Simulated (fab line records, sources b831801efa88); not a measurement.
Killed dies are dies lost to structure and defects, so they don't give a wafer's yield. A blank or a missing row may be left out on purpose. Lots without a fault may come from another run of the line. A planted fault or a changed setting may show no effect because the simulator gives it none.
Problem report in the 8D (eight disciplines) form, filled by code | flow gf180mcu | the parts of the form that need people (team, actions taken, sign-off) are left out

1. THE PROBLEM
V1_CVD_02_THK at GF_V1_THK_MEAS_03 reads a mean of 944 nm on 6 wafers of 2 lots; wafers without a fault read 845 nm with a standard deviation of 11. That is +9.0 standard deviations from the usual mean.
First seen on wafer L400.1, day 18 15:19, on film_metro-03. The record holds 33 wafers of 11 lots with a number at this step. Rule for "out", or "out of limits": more than 4 standard deviations from the usual mean. The other wafers with a number count as sound.

2. WHAT IT IS AND WHAT IT IS NOT
question                    | is                     | is not
which readings at this step | V1_CVD_02_THK          | -
which lots                  | L400, L401             | L397, L398, L399, L402, L410, L411, L412, L413, L415
which wafers of those lots  | all that have a number | -
read on which gauges        | film_metro-03          | film_metro-01, film_metro-02
when                        | from day 18 15:19      | up to then (9 sound wafers); but 18 sound wafers of L402, L410, L411, L412, L413, L415 came after

3. SUSPECTS, AND WHAT RULES EACH OUT
Counting: a tool at a process step up to the reading stays a suspect if it ran every lot that is out and no sound lot after the first of them.
- the gauge at GF_V1_THK_MEAS_03: ruled out. All the wafers that are out were read on film_metro-03, but those of them that GF_V1_CVD_02 has rows for are out there too, on other tools.
- pecvd-03 at GF_V1_CVD_02 (deposits SiO2 from TEOS, target thk 850 nm, time 94.851 s): ruled out as a lasting fault. Sound lots L410, L411, L413 ran on it after its first lot that is out, L400 (day 18 15:14).
Left after counting: nothing in the record.

4. THE CAUSE (what the simulator had put in)
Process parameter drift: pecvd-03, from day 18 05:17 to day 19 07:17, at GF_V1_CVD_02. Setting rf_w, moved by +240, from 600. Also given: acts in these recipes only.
Counting ruled it out, wrongly: the rule takes a fault to strike every lot that its tool runs from its start on, and this one did not.

5. THE CHAIN OF EFFECTS, in route order
Each row: a reading whose mean over the struck wafers that have a number lies more than 3 standard deviations from the usual. Only readings for which the record gives a usual standard deviation are gone through. hours: the time from each lot's start at the first step in this table that gives one to its start at this step, as a median over the lots. sigmas: the change in usual standard deviations.
hours | step              | reading            | usual   | on struck wafers | change | sigmas
0     | GF_V1_CVD_02      | rf_fwd_power_W     | 596.7 W | 836.0            | +239.2 | +99 or more
0     | GF_V1_THK_MEAS_03 | V1_CVD_02_THK      | 845 nm  | 944              | +100   | +9.0
0     | GF_V1_CMP_04      | time_to_endpoint_s | 79 s    | 118              | +40    | +7.3
The process steps in it:
- GF_V1_CVD_02: deposits SiO2 from TEOS, target thk 850 nm, time 94.851 s.
- GF_V1_CMP_04: polishes SiO2.
Later measuring or inspecting steps at which every struck wafer that the step has a row for has a number for every such reading, and none has moved that far: GF_V1_BOW_MEAS_05.

6. WHAT WOULD HAVE CAUGHT IT SOONER
In this record the first reading out of limits at a measuring or inspecting step was taken at day 18 15:19, 10 hours after the fault began at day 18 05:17.
The tool's own readings at GF_V1_CVD_02 were out on every struck wafer that the step has a row for (rf_fwd_power_W): an alarm limit on them would have fired on the first of those.
